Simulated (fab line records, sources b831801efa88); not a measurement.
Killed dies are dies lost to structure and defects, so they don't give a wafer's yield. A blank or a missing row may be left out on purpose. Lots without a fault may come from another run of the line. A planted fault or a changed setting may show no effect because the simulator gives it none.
A struck lot beside a sound one | flow sky130 | 21 steps out of a route of 708
Sound: wafers L680.4, L680.5, L680.6. Struck: wafers L688.1, L688.2, L688.5. The cause comes at the end.
At each step with rows: each side's tool, then ch and its chambers, then its first start. Under that, the readings that differ: sound wafers | struck wafers | difference of the means | sigmas: that difference in standard deviations of wafers without a fault.
alike: readings whose means differ by less than 2 such deviations, and words and numbers that are the same on both sides. not compared: withheld readings, readings that some wafer has no value for, bounds like >300 that may hide the same value, and numbers for which the record gives no deviation and whose values overlap.
The two part at a step that has a row with sigmas, a row that says differs or no value, or rows on one side only. Numbers that don't overlap but have no deviation are shown without sigmas and don't part them. A reading that every wafer of one side lacks parts them only if that side has two wafers or more.

SKY_SONOS_ONO_OVL_MEAS_14:
  sound on overlay-02, day 14 01:51; struck on overlay-01, day 17 01:26
  alike: SONOS_ONO_OVL
SKY_SONOS_ONO_ETCH_15: etches the open film in CHF3/O2, target depth 19.52 nm, time 7.8 s.
  sound on rie_diel-02 ch 0,1,3, day 14 01:52; struck on rie_diel-04 ch 0,1,3, day 17 01:28
  alike: drypump_motor_current_A, oes_product_au, throttle_valve_pct
  not compared: rf_hours_counter_h
then, 1 step without rows for these wafers: SKY_SONOS_ONO_WET_ETCH_16 (etches SiO2 in dHF, target depth 14 nm, time 280 s).
SKY_SONOS_ONO_STRIP_17: strips in O2/N2.
  sound on plasma_asher-02 ch 0,1, day 14 02:01; struck on plasma_asher-03 ch 0,1, day 17 01:35
  reading                      | sound             | struck            | difference | sigmas
  strip_time_to_endpoint_s (s) | 14.15 14.17 14.17 | 14.06 14.07 14.05 | -0.10      | -2
  alike: drypump_motor_current_A, oes_product_au
  not compared: rf_hours_counter_h
then, 3 steps without rows for these wafers: SKY_SONOS_ONO_WET_ETCH_18 (etches Si3N4 in H3PO4, target depth 15 nm, time 172 s); SKY_GATE_OXIDE_CLEAN_00 (cleans in SC1/SC2, time 150 s); SKY_GATE_OXIDE_OXIDATION_01 (stabilise 600 s, purge 300 s, target thk 10.268 nm).
SKY_GATE_OXIDE_THK_MEAS_02:
  sound on film_metro-04, day 14 03:38; struck on film_metro-02, day 17 06:07
  alike: GATE_OXIDE_OXIDATION_00_THK
then, 4 steps without rows for these wafers: SKY_GATE_OXIDE_DEHYDRATE_03 (time 60 s); SKY_GATE_OXIDE_HMDS_04 (prime time 60 s); SKY_GATE_OXIDE_COAT_05 (resist thk 1140 nm); SKY_GATE_OXIDE_SOFTBAKE_06 (time 60 s).
SKY_GATE_OXIDE_EXPOSE_07: exposes mask LVOM, target cd 600 nm.
  sound on iline_stepper-02 ch 0, day 14 17:02; struck on iline_stepper-02 ch 0, day 17 19:31
  reading | sound                | struck               | difference | sigmas
  mask    | LVOM#0 LVOM#0 LVOM#0 | TUNM#0 TUNM#0 TUNM#0 | differs    |
then, 2 steps without rows for these wafers: SKY_GATE_OXIDE_PEB_08; SKY_GATE_OXIDE_DEVELOP_09 (develop time 60 s).
SKY_GATE_OXIDE_OVL_MEAS_10:
  sound on overlay-02, day 15 05:29; struck on overlay-01, day 18 10:13
  reading             | sound          | struck | difference                    | sigmas
  GATE_OXIDE_OVL (nm) | -2.5 -1.9 -3.7 | - - -  | no value on the struck wafers |
then, 2 steps without rows for these wafers: SKY_GATE_OXIDE_IMPLANT_11; SKY_GATE_OXIDE_WET_ETCH_12 (etches SiO2 in dHF, target depth 16.8 nm, time 336 s).
SKY_GATE_OXIDE_STRIP_13: strips in O2/N2.
  sound on plasma_asher-02 ch 0,1, day 15 05:47; struck on plasma_asher-01 ch 0,1, day 18 10:30
  alike: drypump_motor_current_A, oes_product_au, strip_time_to_endpoint_s
  not compared: rf_hours_counter_h
SKY_GATE_OXIDE_TW_MEAS_14:
  sound on film_metro-02, day 15 05:53; struck on film_metro-01, day 18 10:49
  reading       | sound             | struck         | difference | sigmas
  GATE_OXIDE_TW | 224.1 223.3 222.6 | 29.8 29.6 29.7 | -193.6     | -99 or more
  not compared: hold
then, 1 step without rows for these wafers: SKY_PAD_OPEN_PROBE_99.

WHERE THEY PART
First at SKY_SONOS_ONO_STRIP_17; last, within this record, at SKY_GATE_OXIDE_TW_MEAS_14.

WHY: what the simulator had put in
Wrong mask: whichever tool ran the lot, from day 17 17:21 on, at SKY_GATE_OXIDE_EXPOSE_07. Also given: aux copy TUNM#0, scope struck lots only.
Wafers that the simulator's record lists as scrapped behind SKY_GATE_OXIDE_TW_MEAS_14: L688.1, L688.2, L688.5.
